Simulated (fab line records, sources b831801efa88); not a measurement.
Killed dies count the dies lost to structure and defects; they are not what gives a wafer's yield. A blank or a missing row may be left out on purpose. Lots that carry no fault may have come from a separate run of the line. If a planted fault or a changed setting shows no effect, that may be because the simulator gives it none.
A struck lot beside a sound one | flow sky130 | 16 out of 708 route steps
Sound: wafers L876.3, L876.5, L876.6. Struck: wafer L865.4; the same lot's L865.1 was not struck, so it is left out; see the end for the cause.
For every step that has rows: the tool of each side, followed by ch and its chambers, followed by its first start. Under that, the readings that differ: sound wafers | struck wafers | difference of the means | sigmas: that difference in standard deviations of wafers without a fault.
alike: readings whose means differ by less than 2 such deviations, and words and numbers that are the same on both sides. not compared: withheld readings, readings that some wafer has no value for, bounds like >300 that may hide the same value, and numbers for which the record gives no deviation and whose values overlap.
The two part at a step that has a row with sigmas, a row that says differs or no value, or rows on one side only. When numbers do not overlap yet have no deviation, they are printed without sigmas and do not part them. Lack of a reading on every wafer of one side parts them only where that side has two or more wafers.

first, 2 steps without rows for these wafers: SKY_LOCAL_INTERCONNECT_PEB_09; SKY_LOCAL_INTERCONNECT_DEVELOP_10 (develop time 60 s).
SKY_LOCAL_INTERCONNECT_CD_MEAS_11: target cd 170 nm.
  struck on cd_sem-01, day 32 20:07; sound on cd_sem-01, day 35 20:41
  alike: cd_nm
SKY_LOCAL_INTERCONNECT_OVL_MEAS_12:
  struck on overlay-01, day 32 20:14; sound on overlay-01, day 35 20:46
  alike: LOCAL_INTERCONNECT_OVL
SKY_LOCAL_INTERCONNECT_ETCH_13: etches BARC in N2/H2, stops on SiO2, time 45.9 s, target depth 60 nm.
  sound on rie_metal-01 ch 0,1, day 35 20:49; struck on rie_metal-04 ch 0, day 32 20:16
  alike: drypump_motor_current_A, oes_product_au, throttle_valve_pct
  not compared: rf_hours_counter_h
SKY_LOCAL_INTERCONNECT_METAL_ETCH_14: etches TiN in Cl2/BCl3, stops on PSG, target depth 110 nm, time 31.4 s.
  sound on rie_metal-01 ch 0,1, day 35 20:53; struck on rie_metal-04 ch 0, day 32 20:20
  reading                | sound                | struck | difference | sigmas
  throttle_valve_pct (%) | 21.891 21.875 21.887 | 21.904 | +0.020     | +2
  alike: drypump_motor_current_A, oes_product_au
  not compared: rf_hours_counter_h
SKY_LOCAL_INTERCONNECT_STRIP_15: strips in O2/N2.
  sound on plasma_asher-01 ch 0,1, day 35 20:57; struck on plasma_asher-04 ch 0, day 32 20:23
  alike: drypump_motor_current_A, oes_product_au, strip_time_to_endpoint_s
  not compared: rf_hours_counter_h
then, 3 steps without rows for these wafers: SKY_LOCAL_INTERCONNECT_STRIP_16 (strips in post etch residue remover, time 1200 s); SKY_LOCAL_INTERCONNECT_CLEAN_17 (cleans in IPA, time 180 s); SKY_LOCAL_INTERCONNECT_CLEAN_18 (cleans in O3/DIW).
SKY_CONTACT_CVD_00: deposits Si3N4, target thk 75 nm.
  sound on pecvd-01 ch 1,2, day 35 21:35; struck on pecvd-02 ch 1, day 32 21:01
  alike: heater_power_w
SKY_CONTACT_THK_MEAS_01:
  struck on film_metro-02, day 32 21:03; sound on film_metro-02, day 35 21:39
  alike: CONTACT_CVD_00_THK
SKY_CONTACT_HDPCVD_02: deposits SiO2, target thk 565 nm, time 94.2 s.
  sound on hdpcvd-02 ch 0,2, day 35 21:43; struck on hdpcvd-01 ch 0, day 32 21:07
  reading                                     | sound             | struck | difference | sigmas
  model.SiO2_of_CONTACT_HDPCVD_02.thk_nm (nm) | 575.1 569.5 567.4 | 444.6  | -126.1     |
SKY_CONTACT_THK_MEAS_03:
  struck on film_metro-03, day 32 21:11; sound on film_metro-04, day 35 21:49
  reading                 | sound       | struck | difference | sigmas
  CONTACT_HDPCVD_THK (nm) | 575 569 568 | 444    | -127       | -21
SKY_CONTACT_CMP_04: polishes SiO2.
  sound on cmp-02 ch 2,3, day 35 21:51; struck on cmp-02 ch 2, day 32 21:14
  reading                | sound    | struck | difference | sigmas
  time_to_endpoint_s (s) | 86 85 83 | 37     | -48        | -13
  alike: motor_current_A
SKY_CONTACT_BOW_MEAS_05:
  struck on film_metro-03, day 32 21:32; sound on film_metro-04, day 35 22:11
  alike: CONTACT_BOW

WHERE THEY PART
Last at SKY_CONTACT_CMP_04 as far as this record goes, first at SKY_LOCAL_INTERCONNECT_METAL_ETCH_14. Later steps at which nothing parts them and some readings are alike: SKY_CONTACT_BOW_MEAS_05.

WHY: whatever the simulator had introduced
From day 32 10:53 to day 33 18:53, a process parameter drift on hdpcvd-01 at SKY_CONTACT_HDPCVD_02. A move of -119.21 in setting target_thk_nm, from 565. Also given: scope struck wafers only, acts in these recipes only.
